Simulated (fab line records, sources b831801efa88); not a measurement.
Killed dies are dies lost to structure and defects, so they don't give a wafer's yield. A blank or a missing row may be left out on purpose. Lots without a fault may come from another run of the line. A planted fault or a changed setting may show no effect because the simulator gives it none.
Which tool did it? | flow gf180mcu | 13 lots, 39 wafers sampled, at 2 steps of a route of 602

WHAT THE GAUGES READ, wafer by wafer
GF_VT_IMPLANT_TW_MEAS_21.
lot  | measured     | on            | VT_IMPLANT_2_TW
L492 | day 6 06:29  | film_metro-01 | 1227 1225 1221
L493 | day 6 10:41  | film_metro-04 | 1193 1192 1191
L495 | day 7 00:03  | film_metro-04 | 1190 1194 1194
L496 | day 7 04:55  | film_metro-01 | 1214 1220 1213
L501 | day 8 14:20  | film_metro-01 | 1210 1213 1216
L502 | day 8 18:46  | film_metro-03 | 1212 1207 1208
L508 | day 10 11:02 | film_metro-04 | 1200 1198 1192
L510 | day 11 00:37 | film_metro-03 | 1211 1207 1197
L511 | day 11 06:52 | film_metro-01 | 1218 1225 1214
L512 | day 11 11:52 | film_metro-03 | 1208 1205 1212
L513 | day 11 20:01 | film_metro-04 | 1200 1196 1205
L514 | day 11 23:56 | film_metro-04 | 1195 1194 1192
L515 | day 12 08:26 | film_metro-01 | 1218 1204 1211

GF_POLY_GATE_CD_MEAS_18.
lot  | measured     | on        | cd_nm (nm)
L492 | day 9 11:53  | cd_sem-01 | 278.4 279.6 279.8
L493 | day 9 11:56  | cd_sem-02 | 281.7 280.8 280.1
L495 | day 10 07:08 | cd_sem-02 | 279.7 279.6 279.9
L496 | day 10 13:17 | cd_sem-01 | 279.3 279.7 281.4
L501 | day 11 20:35 | cd_sem-02 | 280.0 278.7 280.6
L502 | day 12 02:47 | cd_sem-01 | 279.7 282.4 282.1
L508 | day 14 00:16 | cd_sem-02 | 279.5 279.5 278.7
L510 | day 14 14:58 | cd_sem-02 | 280.3 279.0 279.7
L511 | day 14 21:42 | cd_sem-01 | 277.8 278.8 277.8
L512 | day 15 03:56 | cd_sem-02 | 280.8 282.7 282.8
L513 | day 15 12:37 | cd_sem-01 | 281.7 282.2 281.9
L514 | day 15 17:47 | cd_sem-01 | 277.3 279.9 277.7
L515 | day 16 03:53 | cd_sem-01 | 280.2 280.8 280.6

WHICH TOOL RAN EACH LOT (tool, then ch and the chambers of the sampled wafers, then the start)
The record holds no process step before these readings.

WHAT THE TOOLS THEMSELVES READ (means of the sampled wafers that have a number; where no wafer has one, the mark that the record gives instead)
The record holds no such reading with a usual standard deviation.

THE ANSWER, worked out from the rows above alone
Rule: what is usual is taken from the lots themselves. Put in order of their means at a reading, lots are off if they are a third of the lots or fewer, leave a main group of 4 or more, and stand apart from it by a gap of 3 or more times the standard deviation of the main group's means; of several such gaps the widest counts. A main group whose means are all the same, to the digits that the tables above print for the reading, isn't used. A lot without any number at a reading at which 4 lots or more have one is off too. The other lots that the step has rows for count as sound. The gauges are gone through in route order, then the tools' own readings, and for those a lot's mean is taken as printed above. The first step at which some lot is off is used, and at that step the reading that is off furthest; a lot without a number counts as furthest.
No lot is off at any reading shown: from this, nothing can be told.

WHAT THE SIMULATOR HAD PUT IN
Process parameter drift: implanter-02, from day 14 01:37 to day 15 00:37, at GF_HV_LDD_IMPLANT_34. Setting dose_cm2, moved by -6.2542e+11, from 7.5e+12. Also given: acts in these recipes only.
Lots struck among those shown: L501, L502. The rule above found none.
